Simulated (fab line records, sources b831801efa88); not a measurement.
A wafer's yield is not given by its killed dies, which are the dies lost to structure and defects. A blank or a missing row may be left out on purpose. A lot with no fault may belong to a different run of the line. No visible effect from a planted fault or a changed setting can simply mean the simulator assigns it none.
What tool caused it? | flow gf180mcu | 14 lots, 42 wafers sampled, at 1 step of a route of 602

== WHAT THE GAUGES SHOWED, per wafer ==
GF_V5_THK_MEAS_03.
lot  | measured     | on            | V5_CVD_02_THK (nm)
L403 | day 26 09:28 | film metro-03 | 1435 1446 1472
L404 | day 26 19:32 | film metro-04 | 1429 1422 1453
L406 | day 27 11:30 | film metro-04 | 1443 1432 1452
L408 | day 28 03:10 | film metro-04 | 1431 1423 1437
L409 | day 28 13:34 | film metro-03 | 1433 1472 1466
L410 | day 28 16:16 | film metro-01 | 1429 1458 1448
L413 | day 29 17:55 | film metro-04 | 1448 1449 1472
L414 | day 30 03:55 | film metro-04 | 1431 1463 1478
L416 | day 30 15:11 | film metro-01 | 1439 1440 1458
L417 | day 30 21:24 | film metro-03 | 1421 1465 1453
L419 | day 31 12:16 | film metro-03 | 1414 1462 1447
L421 | day 31 20:12 | film metro-01 | 1467 1467 1500
L423 | day 32 08:45 | film metro-04 | 1428 1435 1464
L424 | day 32 11:47 | film metro-04 | 1430 1443 1443

== WHICH TOOL RAN EACH LOT (tool, then ch and the chambers of the sampled wafers, then the start) ==
No process step before these readings appears in the record.

== WHAT THE TOOLS THEMSELVES READ (means of the sampled wafers that have a number; where no wafer has one, the mark that the record gives instead) ==
The record holds no such reading with a usual standard deviation.

== THE ANSWER, worked out from the rows above alone ==
Rule: what is usual is taken from the lots themselves. The widest of any qualifying gaps counts: lots, ordered by their means at a reading, are off when they make up no more than a third of the lots, leave a main group of 4 or more, and stand apart from it by 3 or more times the standard deviation of that group's means. The tables above print the reading to a certain number of digits; a main group whose means all agree to those digits is not used. Also off: a lot with no number at a reading for which 4 or more lots have one. The other lots that the step has rows for count as sound. The gauges are gone through in route order, then the tools' own readings, and for those a lot's mean is taken as printed above. At the first step where some lot is off, the reading lying furthest off is the one used; lots without a number count as furthest.
No lot is off on any of the readings shown, so nothing can be concluded from this.

== WHAT THE SIMULATOR PUT IN ==
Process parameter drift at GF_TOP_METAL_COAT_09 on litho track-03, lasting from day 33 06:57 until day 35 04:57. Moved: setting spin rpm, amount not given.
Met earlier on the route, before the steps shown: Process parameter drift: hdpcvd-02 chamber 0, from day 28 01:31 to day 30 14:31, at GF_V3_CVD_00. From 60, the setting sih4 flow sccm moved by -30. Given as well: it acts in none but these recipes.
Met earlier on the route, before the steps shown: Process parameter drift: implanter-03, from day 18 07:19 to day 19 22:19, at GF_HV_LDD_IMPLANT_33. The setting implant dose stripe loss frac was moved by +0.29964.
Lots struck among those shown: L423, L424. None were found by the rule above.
